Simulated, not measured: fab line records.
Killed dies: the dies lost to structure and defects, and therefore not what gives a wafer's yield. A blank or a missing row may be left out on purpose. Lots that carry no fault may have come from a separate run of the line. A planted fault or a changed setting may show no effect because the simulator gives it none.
fab line records ; flow sky130
record: lots: 13; wafers: 39; last_day: 49
route steps=708 shown VT_ADJUST_HVTR@138 LDD_LDN@301 VIA1@471 METAL2@485 PAD_OPEN@708
lots that met no fault: from a run of the same line without faults
start_h: hours from the record's first day to the start of the lot's first wafer shown ; wait_h: hours elapsed since this lot's preceding step ; " unchanged from the row above ; L1.1+2: one row covering several wafers at once ; - no value present, or no start provided ; * or withheld: withheld ; < > ~ a bound
route shown NAME@n: NAME is a module with steps in the file, n the number in the route of the first one ; usual: average and standard deviation across the fault-free wafers ; same: alike in all rows ; chamber/n: place in a boat ; sites: the reading at each site ; _std_site: their standard deviation ; _edge_site: mean of outer sites minus mean of inner sites ; radius_mm: how far each site lies from the wafer's centre ; mask NAME#n: copy n ; behind: the tool/chamber that last shaped the wafer ; hold: the reason the lot was held/the length of the hold in hours/how it ended ; device: whichever transistor did not switch (one of n, p or np) ; end of line: tests run on the same wafers once the route is complete ; a step without rows: its recipe alone ; killed: the dies lost at the first sort to structure and to defects; this is not the yield of the wafer ; map: per-die view of a wafer (x killed, . not killed, _ where there is no die)
set.NAME: the run value of the setting; set.NAME@STEP: its run value at that earlier step ; model.NAME: the simulator's own value behind a step, which no gauge read
one table for each step of the route and one row for each wafer, over a sample of lots
services: when a tool's chamber went out of use (start_h, in hours from the record's first day, below 0 if earlier), for how many hours, and the reason
== steps ==
step: SKY_VT_ADJUST_HVTR_CD_MEAS_07
recipe: target_cd_nm: 380
usual: cd_nm: 379.2/2.6
lot.wafer;tool;chamber;start_h;wait_h;cd_nm
L832.2;cd_sem-02;-;205.54;0.1;377.9
L832.3;cd_sem-02;-;205.54;0.1;379.8
L832.5;cd_sem-02;-;205.54;0.1;380.6
L833.2;cd_sem-02;-;219.14;0.1;379.1
L833.5;cd_sem-02;-;219.14;0.1;378.6
L833.6;cd_sem-02;-;219.14;0.1;380.8
L835.1;cd_sem-02;-;228.98;0.1;376.1
L835.4;cd_sem-02;-;228.98;0.1;376.8
L835.6;cd_sem-02;-;228.98;0.1;376.9
L836.2;cd_sem-01;-;240.95;0.1;381.6
L836.4;cd_sem-01;-;240.95;0.1;382.0
L836.5;cd_sem-01;-;240.95;0.1;380.6
L837.2;cd_sem-02;-;246.14;0.1;379.0
L837.3;cd_sem-02;-;246.14;0.1;375.4
L837.5;cd_sem-02;-;246.14;0.1;377.3
L838.1;cd_sem-01;-;250.57;0.1;375.3
L838.3;cd_sem-01;-;250.57;0.1;374.5
L838.6;cd_sem-01;-;250.57;0.1;375.1
L839.1;cd_sem-01;-;265.67;0.1;381.3
L839.2;cd_sem-01;-;265.67;0.1;377.2
L839.5;cd_sem-01;-;265.67;0.1;378.2
L841.1;cd_sem-01;-;270.72;0.1;379.5
L841.2;cd_sem-01;-;270.72;0.1;379.6
L841.5;cd_sem-01;-;270.72;0.1;378.9
L842.2;cd_sem-01;-;272.49;0.1;376.5
L842.3;cd_sem-01;-;272.49;0.1;377.8
L842.6;cd_sem-01;-;272.49;0.1;376.6
L843.2;cd_sem-01;-;291.60;0.1;381.6
L843.3;cd_sem-01;-;291.60;0.1;383.6
L843.5;cd_sem-01;-;291.60;0.1;382.5
L845.1;cd_sem-02;-;301.27;0.1;378.7
L845.2;cd_sem-02;-;301.27;0.1;377.0
L845.6;cd_sem-02;-;301.27;0.1;377.7
L846.1;cd_sem-01;-;315.58;0.1;380.0
L846.2;cd_sem-01;-;315.58;0.1;380.9
L846.4;cd_sem-01;-;315.58;0.1;382.0
L849.2;cd_sem-01;-;326.15;0.1;381.0
L849.3;cd_sem-01;-;326.15;0.1;380.7
L849.6;cd_sem-01;-;326.15;0.1;382.2
step: SKY_LDD_LDN_STRIP_12
recipe: chemistry: O2/N2; power_w: 1400; pressure_mtorr: 1500; platen_temp_c: withheld; o2_flow_sccm: 3000; n2_flow_sccm: 300; overash_fraction: 0.5
usual: chamber_pressure_mTorr: 1499.8/1.3; drypump_motor_current_A: 5.7/0.68; oes_product_au: 0.716/0.0046; strip_time_to_endpoint_s: 14.18/0.034
lot.wafer;tool;chamber;start_h;wait_h;chamber_pressure_mTorr;drypump_motor_current_A;oes_product_au;rf_hours_counter_h;strip_time_to_endpoint_s
L832.2;plasma_asher-04;0;526.86;0.1;1499.0;6.5;0.710;85;14.15
L832.3;plasma_asher-04;1;526.86;0.1;1500.7;4.7;0.721;-;14.13
L832.5;plasma_asher-04;1;526.86;0.1;1501.6;4.7;0.718;-;14.17
L833.2;plasma_asher-04;0;545.56;0.1;1498.1;6.5;0.712;87;14.14
L833.5;plasma_asher-04;1;545.56;0.1;1500.6;4.7;0.715;-;14.14
L833.6;plasma_asher-04;0;545.56;0.1;1500.1;6.5;0.710;-;14.14
L835.1;plasma_asher-01;1;558.61;0.1;1497.7;5.5;0.716;39;14.22
L835.4;plasma_asher-01;0;558.61;0.1;1499.2;6.1;0.710;-;14.23
L835.6;plasma_asher-01;0;558.61;0.1;1497.8;6.2;0.722;-;14.18
L836.2;plasma_asher-01;1;570.76;0.1;1500.2;5.5;0.716;40;14.20
L836.4;plasma_asher-01;1;570.76;0.1;1500.8;5.5;0.721;-;14.19
L836.5;plasma_asher-01;1;570.76;0.1;1497.5;5.4;0.715;-;14.21
L837.2;plasma_asher-02;0;579.07;0.1;1500.3;6.2;0.713;13;14.13
L837.3;plasma_asher-02;0;579.07;0.1;1500.1;6.2;0.716;-;14.14
L837.5;plasma_asher-02;0;579.07;0.1;1499.0;6.2;0.719;-;14.18
L838.1;plasma_asher-04;1;579.71;0.1;1500.8;4.7;0.720;90;14.15
L838.3;plasma_asher-04;1;579.71;0.1;1498.3;4.7;0.716;-;14.12
L838.6;plasma_asher-04;0;579.71;0.1;1497.7;6.5;0.708;-;14.21
L839.1;plasma_asher-02;1;607.21;0.1;1500.6;5.2;0.710;15;14.19
L839.2;plasma_asher-02;0;607.21;0.1;1497.6;6.2;0.721;15;14.20
L839.5;plasma_asher-02;1;607.21;0.1;1500.5;5.2;0.724;-;14.13
L841.1;plasma_asher-02;0;607.81;0.1;1498.4;6.2;0.718;16;14.15
L841.2;plasma_asher-02;1;607.81;0.1;1500.2;5.2;0.715;16;14.15
L841.5;plasma_asher-02;1;607.81;0.1;1498.1;5.2;0.715;-;14.14
L842.2;plasma_asher-04;1;608.36;0.1;1499.6;4.7;0.716;93;14.21
L842.3;plasma_asher-04;0;608.36;0.1;1498.3;6.5;0.718;-;14.22
L842.6;plasma_asher-04;0;608.36;0.1;1500.9;6.5;0.712;-;14.22
L843.2;plasma_asher-04;0;625.21;0.1;1499.1;6.5;0.710;95;14.21
L843.3;plasma_asher-04;1;625.21;0.1;1501.5;4.7;0.715;-;14.14
L843.5;plasma_asher-04;1;625.21;0.1;1501.3;4.7;0.707;-;14.16
L845.1;plasma_asher-02;0;645.76;0.1;-;-;-;-;-
L845.2;plasma_asher-02;1;645.76;0.1;-;-;-;-;-
L845.6;plasma_asher-02;0;645.76;0.1;-;-;-;-;-
L846.1;plasma_asher-01;1;656.41;0.1;-;-;-;-;-
L846.2;plasma_asher-01;0;656.41;0.1;-;-;-;-;-
L846.4;plasma_asher-01;1;656.41;0.1;-;-;-;-;-
L849.2;plasma_asher-02;1;668.66;0.1;1497.7;5.2;0.721;22;14.18
L849.3;plasma_asher-02;1;668.66;0.1;1498.0;5.2;0.721;-;14.17
L849.6;plasma_asher-02;0;668.66;0.1;1501.0;6.2;0.716;-;14.19
step: SKY_VIA1_OVL_MEAS_13
usual: VIA1_OVL: 4/5.1
lot.wafer;tool;chamber;start_h;wait_h;VIA1_OVL[nm]
L832.2;overlay-01;-;792.75;0.1;7
L832.3;overlay-01;-;792.75;0.1;2
L832.5;overlay-01;-;792.75;0.1;6
L833.2;overlay-01;-;806.71;0.1;3
L833.5;overlay-01;-;806.71;0.1;12
L833.6;overlay-01;-;806.71;0.1;2
L835.1;overlay-02;-;819.60;0.1;-1
L835.4;overlay-02;-;819.60;0.1;6
L835.6;overlay-02;-;819.60;0.1;6
L836.2;overlay-01;-;830.65;0.1;2
L836.4;overlay-01;-;830.65;0.1;7
L836.5;overlay-01;-;830.65;0.1;14
L837.2;overlay-01;-;838.04;0.1;7
L837.3;overlay-01;-;838.04;0.1;-2
L837.5;overlay-01;-;838.04;0.1;-2
L838.1;overlay-01;-;840.90;0.1;-2
L838.3;overlay-01;-;840.90;0.1;-5
L838.6;overlay-01;-;840.90;0.1;1
L839.1;overlay-01;-;874.85;0.1;3
L839.2;overlay-01;-;874.85;0.1;-2
L839.5;overlay-01;-;874.85;0.1;13
L842.2;overlay-01;-;876.16;0.1;12
L842.3;overlay-01;-;876.16;0.1;3
L842.6;overlay-01;-;876.16;0.1;8
L841.1;overlay-02;-;877.04;0.1;11
L841.2;overlay-02;-;877.04;0.1;10
L841.5;overlay-02;-;877.04;0.1;5
L843.2;overlay-01;-;881.56;0.1;0
L843.3;overlay-01;-;881.56;0.1;5
L843.5;overlay-01;-;881.56;0.1;4
L849.2;overlay-02;-;919.95;0.1;6
L849.3;overlay-02;-;919.95;0.1;16
L849.6;overlay-02;-;919.95;0.1;11
step: SKY_METAL2_SPUTTER_02
recipe: material: AlCu; target_thk_nm: 250; power_w: 10600; time_s: 13.3; chamber_pressure_pa: 0.4
usual: throttle_valve_pct: 30.2/0.71
lot.wafer;tool;chamber;start_h;wait_h;throttle_valve_pct
L832.2;pvd_sputter-03;-;794.19;0.0;30.4
L832.3;pvd_sputter-03;-;794.19;0.0;29.3
L832.5;pvd_sputter-03;-;794.19;0.0;30.5
L833.2;pvd_sputter-01;-;808.10;0.0;31.3
L833.5;pvd_sputter-01;-;808.10;0.0;31.6
L833.6;pvd_sputter-01;-;808.10;0.0;30.0
L835.1;pvd_sputter-02;-;821.00;0.0;29.4
L835.4;pvd_sputter-02;-;821.00;0.0;29.9
L835.6;pvd_sputter-02;-;821.00;0.0;29.4
L836.2;pvd_sputter-02;-;832.05;0.0;29.3
L836.4;pvd_sputter-02;-;832.05;0.0;30.0
L836.5;pvd_sputter-02;-;832.05;0.0;29.8
L837.2;pvd_sputter-01;-;839.43;0.0;31.4
L837.3;pvd_sputter-01;-;839.43;0.0;31.2
L837.5;pvd_sputter-01;-;839.43;0.0;31.2
L838.1;pvd_sputter-01;-;842.33;0.0;31.3
L838.3;pvd_sputter-01;-;842.33;0.0;29.9
L838.6;pvd_sputter-01;-;842.33;0.0;31.1
L839.1;pvd_sputter-03;-;876.25;0.0;29.3
L839.2;pvd_sputter-03;-;876.25;0.0;30.0
L839.5;pvd_sputter-03;-;876.25;0.0;29.4
L842.2;pvd_sputter-03;-;877.55;0.0;29.5
L842.3;pvd_sputter-03;-;877.55;0.0;30.6
L842.6;pvd_sputter-03;-;877.55;0.0;30.9
L841.1;pvd_sputter-01;-;878.43;0.0;31.2
L841.2;pvd_sputter-01;-;878.43;0.0;31.0
L841.5;pvd_sputter-01;-;878.43;0.0;31.4
L843.2;pvd_sputter-02;-;882.95;0.0;29.6
L843.3;pvd_sputter-02;-;882.95;0.0;29.2
L843.5;pvd_sputter-02;-;882.95;0.0;29.9
L849.2;pvd_sputter-01;-;921.35;0.0;31.4
L849.3;pvd_sputter-01;-;921.35;0.0;30.3
L849.6;pvd_sputter-01;-;921.35;0.0;29.8
step: SKY_PAD_OPEN_PROBE_99
usual: killed_at_M0_to_M3: 43/6.4; killed_at_M4_up: 2.9/1.7; killed_at_contacts: 24/5; killed_at_front_end: 15/4; killed_at_other: 0.4/0.62; killed_dies: 86/9.3; killed_on_rim: 17/3.5; killed_open: 47/6.8; killed_short: 38/5.8
same: gross_dies: 492; killed_at_back_side: 0
lot.wafer;tool;chamber;start_h;wait_h;killed_at_M0_to_M3;killed_at_M4_up;killed_at_contacts;killed_at_front_end;killed_at_other;killed_dies;killed_on_rim;killed_open;killed_short
L845.1;prober-01;-;1155.81;0.1;42;1;24;425;0;492;96;45;35
L845.2;prober-01;-;1155.86;0.1;52;4;20;416;0;492;96;53;33
L845.6;prober-01;-;1156.06;0.2;38;3;27;424;0;492;96;43;42
L846.1;prober-02;-;1165.65;0.1;40;1;20;431;0;492;96;44;33
L846.2;prober-02;-;1165.70;0.1;38;2;26;426;0;492;96;46;39
L846.4;prober-02;-;1165.80;0.2;43;1;22;426;0;492;96;49;38
killed by level:class
L845.1 SPACER:area_cvd=412 VIA2:geometric_particle:open=10 CONTACT:geometric_particle:open=9 METAL1:geometric_particle:short=7 VIA1:geometric_particle:open=7 METAL3:geometric_particle:short=7 VIA3:geometric_particle:open=6 LI_CONTACT:geometric_particle:open=5
L845.2 SPACER:area_cvd=406 VIA1:geometric_particle:open=13 CONTACT:geometric_particle:open=10 VIA3:geometric_particle:open=9 METAL2:geometric_particle:short=8 VIA2:geometric_particle:open=7 VIA3:geometric_particle:short=5 POLY_GATE:geometric_particle:open=3
L845.6 SPACER:area_cvd=407 CONTACT:geometric_particle:open=10 LI_CONTACT:geometric_particle:open=7 FIELD_ISO:geometric_particle:open=6 VIA1:geometric_particle:short=6 VIA2:geometric_particle:open=5 CONTACT:geometric_particle:short=5 VIA1:geometric_particle:open=5
L846.1 SPACER:area_cvd=415 CONTACT:geometric_particle:open=9 VIA2:geometric_particle:open=7 FIELD_ISO:geometric_particle:open=5 VIA3:geometric_particle:short=5 LOCAL_INTERCONNECT:geometric_particle:short=5 METAL1:geometric_particle:short=5 POLY_GATE:geometric_particle:open=4
L846.2 SPACER:area_cvd=407 METAL2:geometric_particle:short=10 LI_CONTACT:geometric_particle:open=9 FIELD_ISO:geometric_particle:open=8 VIA1:geometric_particle:open=7 LOCAL_INTERCONNECT:geometric_particle:short=6 CONTACT:geometric_particle:open=6 VIA2:geometric_particle:open=5
L846.4 SPACER:area_cvd=405 VIA1:geometric_particle:open=9 LI_CONTACT:geometric_particle:open=8 METAL1:geometric_particle:short=8 CONTACT:geometric_particle:open=7 VIA1:geometric_particle:short=6 FIELD_ISO:geometric_particle:short=5 FIELD_ISO:geometric_particle:open=5
== services ==
tool;chamber;start_h;hours;kind
pvd_sputter-01;3;505.63;-;consumable_replace:kit
pvd_sputter-01;3;505.63;18.0;scheduled_down
pvd_sputter-01;3;505.63;18.0;vent_cycle
plasma_asher-02;-;529.87;14.6;pm
pvd_sputter-03;-;593.44;2.7;repair
pvd_sputter-03;-;602.52;39.4;repair
plasma_asher-01;-;606.77;4.9;repair
plasma_asher-02;-;608.38;2.8;pm
pvd_sputter-03;-;613.06;0.7;repair
pvd_sputter-01;-;655.44;15.2;repair
plasma_asher-04;-;683.13;2.8;pm
pvd_sputter-02;-;690.48;1.8;repair
plasma_asher-02;-;718.73;1.0;repair
plasma_asher-04;-;733.75;9.0;pm
plasma_asher-04;0;733.75;9.0;vent_cycle
plasma_asher-04;1;733.75;9.0;vent_cycle
plasma_asher-04;-;784.45;4.2;repair
plasma_asher-01;-;794.23;10.0;pm
pvd_sputter-03;-;825.22;1.5;repair
plasma_asher-01;-;827.18;2.3;repair
pvd_sputter-02;-;853.85;2.6;repair
pvd_sputter-02;-;855.79;0.5;repair
pvd_sputter-03;-;873.51;0.6;repair
pvd_sputter-01;-;889.57;2.6;repair
== key ==
first_sign: step: SKY_LDD_LDN_STRIP_12; reading: tool_record; direction: missing
effect: step: SKY_PAD_OPEN_PROBE_99; reading: killed_at_front_end; direction: up; sigmas: 99+; usual: 15; struck: 425
more_kills_born_at: SKY_SPACER_CVD_00@lpcvd-02: 2452
met_at SKY_LDD_LDN_STRIP_12
struck_lots L845,L846
later_rows_left_out L845.1,L845.2,L845.6,L846.1,L846.2,L846.4
tester_left_out L845,L846
not_acting_at SKY_VT_ADJUST_HVTR_CD_MEAS_07,SKY_VIA1_OVL_MEAS_13,SKY_METAL2_SPUTTER_02
onset_between 607.81 645.76
fault: kind: skipped_step_whole; tool: plasma_asher-01,plasma_asher-02; chamber: -; onset_h: 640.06; steps: SKY_LDD_LDN_STRIP_12; scope: struck_lots_only
tester_left_out: of these lots the tester's yield and bins aren't shown, on N5 and GAA mostly nor the transistor test; their killed dies are dies lost to structure and defects alone, not to doping, threshold or leakage, so they don't give the yield
later_rows_left_out: the simulator's readings of these wafers behind a module that went badly wrong aren't trusted and aren't shown, but for the sort
